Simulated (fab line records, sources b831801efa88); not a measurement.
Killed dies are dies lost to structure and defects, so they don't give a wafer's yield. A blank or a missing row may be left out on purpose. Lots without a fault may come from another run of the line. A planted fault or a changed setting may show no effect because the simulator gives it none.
Chamber matching | flow sky130 | SKY_VIA1_ETCH_14 on rie_diel-02: 4 sister chambers
The step etches BARC in N2/H2, stops on SiO2, time 45.9 s, target depth 60 nm. 14 wafers are shown with their chamber, then 7 later ones without.

WAFERS WITH THEIR CHAMBER
wafer  | chamber | oes_product_au (a.u.) | throttle_valve_pct (%)
L076.2 | 0       | 0.857                 | 13.238
L076.5 | 2       | 0.859                 | 13.224
L076.6 | 3       | 0.854                 | 13.233
L082.1 | 2       | 0.854                 | 13.231
L082.2 | 1       | 0.853                 | 13.225
L082.5 | 1       | 0.858                 | 13.224
L085.2 | 0       | 0.856                 | 13.219
L085.3 | 1       | 0.851                 | 13.201
L085.6 | 1       | 0.851                 | 13.218
L087.1 | 2       | 0.856                 | 13.226
L087.2 | 1       | 0.856                 | 13.224
L087.3 | 0       | 0.854                 | 13.232
L089.1 | 3       | 0.855                 | 13.225
L089.2 | 1       | 0.850                 | 13.224

SIGNATURES (means of the wafers above)
reading            | chamber 0 | chamber 1 | chamber 2 | chamber 3 | scatter within a chamber
oes_product_au     | 0.85567   | 0.85317   | 0.85633   | 0.85450   | 0.00262
throttle_valve_pct | 13.22967  | 13.21933  | 13.22700  | 13.22900  | 0.00826
Rule: a wafer's distance from a chamber is the root of the sum, over the readings, of the square of ((its reading less the chamber's mean) divided by the reading's scatter). The wafer belongs to the nearest chamber; if the next one is less than 2 further off, it can't be placed. The scatter: the root of (the sum of the squares of (reading less its chamber's mean) over the shown wafers, divided by (wafers less chambers)).

WAFERS WITHOUT THEIR CHAMBER
wafer  | oes_product_au (a.u.) | throttle_valve_pct (%)
L089.4 | 0.852                 | 13.227
L092.1 | 0.853                 | 13.220
L092.2 | 0.849                 | 13.231
L092.3 | 0.845                 | 13.223
L092.4 | 0.856                 | 13.225
L092.5 | 0.852                 | 13.227
L092.6 | 0.856                 | 13.237

WHICH CHAMBER EACH WENT THROUGH
wafer  | from the rows above               | in truth
L089.4 | can't be placed: 3 or 1 or 0 or 2 | 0
L092.1 | can't be placed: 1 or 3 or 2 or 0 | 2
L092.2 | can't be placed: 3 or 1 or 0 or 2 | 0
L092.3 | can't be placed: 1 or 3 or 0 or 2 | 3
L092.4 | can't be placed: 2 or 0 or 3 or 1 | 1
L092.5 | can't be placed: 3 or 1 or 0 or 2 | 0
L092.6 | can't be placed: 0 or 3 or 2 or 1 | 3
Placed correctly: 0 of 7. Can't be placed from these rows: 7 (the true chamber is among the candidates in 7). Placed wrongly: 0.
